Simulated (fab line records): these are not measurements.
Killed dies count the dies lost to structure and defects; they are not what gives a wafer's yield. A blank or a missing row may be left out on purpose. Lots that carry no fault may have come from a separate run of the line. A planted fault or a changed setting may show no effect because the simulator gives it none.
The tool behind it: which one? | flow gf180mcu | 30 wafers from 10 lots sampled at 6 of the route's 602 steps

== WHAT EACH GAUGE READ, for each wafer ==
GF_V2_RS_MEAS_24: the measuring method here is four-point-probe. Usual: V2_W_RS typically reads 0.327 ohm/sq, with standard deviation 0.0034.
lot  | measured     | on            | V2_W_RS (ohm/sq)  | flag
L353 | day 21 12:51 | film_metro-02 | 0.326 0.324 0.328 |
L354 | day 21 23:25 | film_metro-03 | 0.323 0.324 0.326 |
L356 | day 22 18:55 | film_metro-03 | 0.327 0.328 0.331 |
L360 | day 24 07:23 | film_metro-03 | 0.296 0.294 0.297 | OFF
L362 | day 24 21:52 | film_metro-03 | 0.293 0.290 0.291 | OFF
L363 | day 25 03:05 | film_metro-04 | 0.329 0.328 0.322 |
L365 | day 25 20:52 | film_metro-02 | 0.327 0.327 0.323 |
L371 | day 27 13:04 | film_metro-02 | 0.327 0.326 0.327 |
L372 | day 27 22:21 | film_metro-03 | 0.332 0.329 0.330 |
L373 | day 28 02:03 | film_metro-04 | 0.328 0.326 0.330 |

GF_V2_THK_MEAS_25: measures by xrf. Usual: V2_W_THK typically reads 358 nm, with standard deviation 5.5.
lot  | measured     | on            | V2_W_THK (nm) | flag
L353 | day 21 12:57 | film_metro-02 | 356 357 355   |
L354 | day 21 23:32 | film_metro-03 | 365 364 363   |
L356 | day 22 19:02 | film_metro-03 | 361 359 358   |
L360 | day 24 07:31 | film_metro-03 | 398 401 392   | OFF
L362 | day 24 21:59 | film_metro-03 | 400 406 402   | OFF
L363 | day 25 03:13 | film_metro-04 | 361 359 367   |
L365 | day 25 20:58 | film_metro-02 | 354 353 357   |
L371 | day 27 13:11 | film_metro-02 | 354 354 352   |
L372 | day 27 22:28 | film_metro-03 | 352 357 355   |
L373 | day 28 02:09 | film_metro-04 | 358 361 357   |

== WHAT TOOL EACH LOT RAN ON (gives the tool, then ch and the chambers of the sampled wafers, and finally the start) ==
lot  | GF_M2_METAL_ETCH_16               | GF_V2_ETCH_16                      | GF_V2_STRIP_18                       | GF_V2_CVD_23
L353 | rie_metal-04 ch 0,1, day 20 10:35 | rie_diel-04 ch 0,3, day 21 11:50   | plasma_asher-04 ch 0,1, day 21 11:59 | cvd_w-01 ch 0,1, day 21 12:44
L354 | rie_metal-04 ch 0,1, day 20 21:25 | rie_diel-02 ch 0,1,3, day 21 22:29 | plasma_asher-01 ch 0,1, day 21 22:36 | cvd_w-01 ch 0,1, day 21 23:19
L356 | rie_metal-04 ch 0,1, day 21 16:46 | rie_diel-04 ch 0,2,3, day 22 18:02 | plasma_asher-01 ch 0,1, day 22 18:10 | cvd_w-01 ch 0,1, day 22 18:48
L360 | rie_metal-02 ch 0,1, day 23 06:35 | rie_diel-04 ch 1,2,3, day 24 06:25 | plasma_asher-01 ch 0,1, day 24 06:33 | cvd_w-01 ch 0,1, day 24 07:17
L362 | rie_metal-01 ch 0,1, day 23 21:31 | rie_diel-02 ch 0,1, day 24 20:55   | plasma_asher-04 ch 0,1, day 24 21:03 | cvd_w-01 ch 0,1, day 24 21:46
L363 | rie_metal-01 ch 0,1, day 24 03:01 | rie_diel-02 ch 0,1,2, day 25 02:10 | plasma_asher-04 ch 0,1, day 25 02:18 | cvd_w-02 ch 0,1, day 25 02:58
L365 | rie_metal-04 ch 0,1, day 24 20:20 | rie_diel-04 ch 1,2,3, day 25 19:56 | plasma_asher-02 ch 0,1, day 25 20:06 | cvd_w-02 ch 0,1, day 25 20:45
L371 | rie_metal-04 ch 1, day 26 14:03   | rie_diel-03 ch 0,1,2, day 27 11:47 | plasma_asher-02 ch 0,1, day 27 11:55 | cvd_w-02 ch 0,1, day 27 12:57
L372 | rie_metal-04 ch 1, day 26 23:30   | rie_diel-04 ch 0,2, day 27 21:28   | plasma_asher-01 ch 0,1, day 27 21:36 | cvd_w-01 ch 1, day 27 22:14
L373 | rie_metal-04 ch 1, day 27 02:52   | rie_diel-03 ch 0,1, day 28 00:43   | plasma_asher-01 ch 0,1, day 28 00:53 | cvd_w-01 ch 0,1, day 28 01:56
- GF_M2_METAL_ETCH_16: etches the open film in Cl2/BCl3, stops on SiO2, target depth 627.5 nm, time 104.6 s.
- GF_V2_ETCH_16: etches BARC in N2/H2.
- GF_V2_STRIP_18: strips in O2/N2.
- GF_V2_CVD_23: deposits W, target thk 350 nm, time 104.94 s.

== WHAT THE TOOLS THEMSELVES READ (means of the sampled wafers that have a number; where no wafer has one, the mark that the record gives instead) ==
GF_M2_METAL_ETCH_16. Usual: drypump_motor_current_A 6.1 A, standard deviation 0.65; oes_product_au 0.973 a.u., standard deviation 0.0061; throttle_valve_pct 28.248 %, standard deviation 0.01.
lot  | tool         | drypump_motor_current_A (A) | oes_product_au (a.u.) | throttle_valve_pct (%) | flag
L353 | rie_metal-04 | 6.2                         | 0.979                 | 28.245                 |
L354 | rie_metal-04 | 6.2                         | 0.969                 | 28.255                 |
L356 | rie_metal-04 | 6.2                         | 0.980                 | 28.244                 |
L360 | rie_metal-02 | 5.3                         | 0.971                 | 28.252                 |
L362 | rie_metal-01 | 6.5                         | 0.971                 | 28.248                 |
L363 | rie_metal-01 | 6.1                         | 0.973                 | 28.234                 |
L365 | rie_metal-04 | 6.2                         | 0.973                 | 28.251                 |
L371 | rie_metal-04 | 6.7                         | 0.968                 | 28.253                 |
L372 | rie_metal-04 | 6.7                         | 0.974                 | 28.252                 |
L373 | rie_metal-04 | 6.7                         | 0.974                 | 28.248                 |

GF_V2_ETCH_16. Usual: drypump_motor_current_A 5.8 A, standard deviation 0.33; n2_flow_sccm 100.0 sccm, standard deviation 0.34; oes_product_au 0.855 a.u., standard deviation 0.0046; throttle_valve_pct 13.224 %, standard deviation 0.0093.
lot  | tool        | drypump_motor_current_A (A) | n2_flow_sccm (sccm) | oes_product_au (a.u.) | throttle_valve_pct (%) | flag
L353 | rie_diel-04 | 5.5                         | 100.0               | 0.862                 | 13.233                 |
L354 | rie_diel-02 | 5.9                         | 100.3               | 0.854                 | 13.228                 |
L356 | rie_diel-04 | 5.7                         | 100.0               | 0.854                 | 13.227                 |
L360 | rie_diel-04 | 5.8                         | 99.7                | 0.852                 | 13.223                 |
L362 | rie_diel-02 | 6.1                         | 99.9                | 0.850                 | 13.217                 |
L363 | rie_diel-02 | 6.0                         | 100.2               | 0.857                 | 13.218                 |
L365 | rie_diel-04 | 5.8                         | 99.8                | 0.851                 | 13.230                 |
L371 | rie_diel-03 | 5.9                         | 100.1               | 0.854                 | 13.223                 |
L372 | rie_diel-04 | 5.7                         | 99.8                | 0.854                 | 13.221                 |
L373 | rie_diel-03 | 6.1                         | 100.3               | 0.854                 | 13.227                 |

GF_V2_STRIP_18. Usual: drypump_motor_current_A 5.5 A, standard deviation 0.39; heater_power_w 321 W, standard deviation 29; n2_flow_sccm 299.9 sccm, standard deviation 0.82; oes_product_au 0.593 a.u., standard deviation 0.0044.
lot  | tool            | drypump_motor_current_A (A) | heater_power_w (W) | n2_flow_sccm (sccm) | oes_product_au (a.u.) | flag
L353 | plasma_asher-04 | 5.4                         | 305                | 300.6               | 0.591                 |
L354 | plasma_asher-01 | 5.5                         | 298                | 299.3               | 0.593                 |
L356 | plasma_asher-01 | 5.5                         | 304                | 299.7               | 0.591                 |
L360 | plasma_asher-01 | 5.3                         | 318                | 300.8               | 0.591                 |
L362 | plasma_asher-04 | 5.6                         | 294                | 299.3               | 0.592                 |
L363 | plasma_asher-04 | 5.6                         | 297                | 299.6               | 0.593                 |
L365 | plasma_asher-02 | 5.3                         | 355                | 299.3               | 0.588                 |
L371 | plasma_asher-02 | 5.6                         | 348                | 300.0               | 0.594                 |
L372 | plasma_asher-01 | 5.3                         | 312                | 300.0               | 0.595                 |
L373 | plasma_asher-01 | 5.3                         | 316                | 300.2               | 0.597                 |

GF_V2_CVD_23. Usual: chamber_pressure_Torr 40.01 Torr, standard deviation 0.093; heater_power_w 859 W, standard deviation 120.
lot  | tool     | chamber_pressure_Torr (Torr) | heater_power_w (W) | flag
L353 | cvd_w-01 | 40.10                        | 751                |
L354 | cvd_w-01 | 40.11                        | 817                |
L356 | cvd_w-01 | 40.11                        | 815                |
L360 | cvd_w-01 | 49.49                        | 827                | OFF
L362 | cvd_w-01 | 49.56                        | 820                | OFF
L363 | cvd_w-02 | 40.06                        | 992                |
L365 | cvd_w-02 | 40.03                        | 930                |
L371 | cvd_w-02 | 39.92                        | 942                |
L372 | cvd_w-01 | 40.03                        | 885                |
L373 | cvd_w-01 | 39.98                        | 828                |

== THE ANSWER, worked out from the rows above alone ==
Rule: a lot counts as off when the mean over its wafers that have a number is more than 3 standard deviations away from the usual mean. A lot without any number at a reading at which 4 lots or more have one is off too. Any other lot the step has rows for is counted as sound. After the gauges, taken in route order, come the tools' own readings; for these a lot's mean is taken, as printed above. At the first step where some lot is off, the reading lying furthest off is the one used; lots without a number count as furthest.
Off: at GF_V2_RS_MEAS_24 (V2_W_RS), L360, L362.
If a tool, at a process step before that reading, ran all the lots that are off and no sound lot after the first of them, it fits. Not tried: the gauges at GF_V2_RS_MEAS_24; whatever is off there is also off at GF_V2_CVD_23, on other tools, and gauge error can't account for it. Not one of the candidates tried fits.

== WHAT HAD BEEN PUT IN BY THE SIMULATOR ==
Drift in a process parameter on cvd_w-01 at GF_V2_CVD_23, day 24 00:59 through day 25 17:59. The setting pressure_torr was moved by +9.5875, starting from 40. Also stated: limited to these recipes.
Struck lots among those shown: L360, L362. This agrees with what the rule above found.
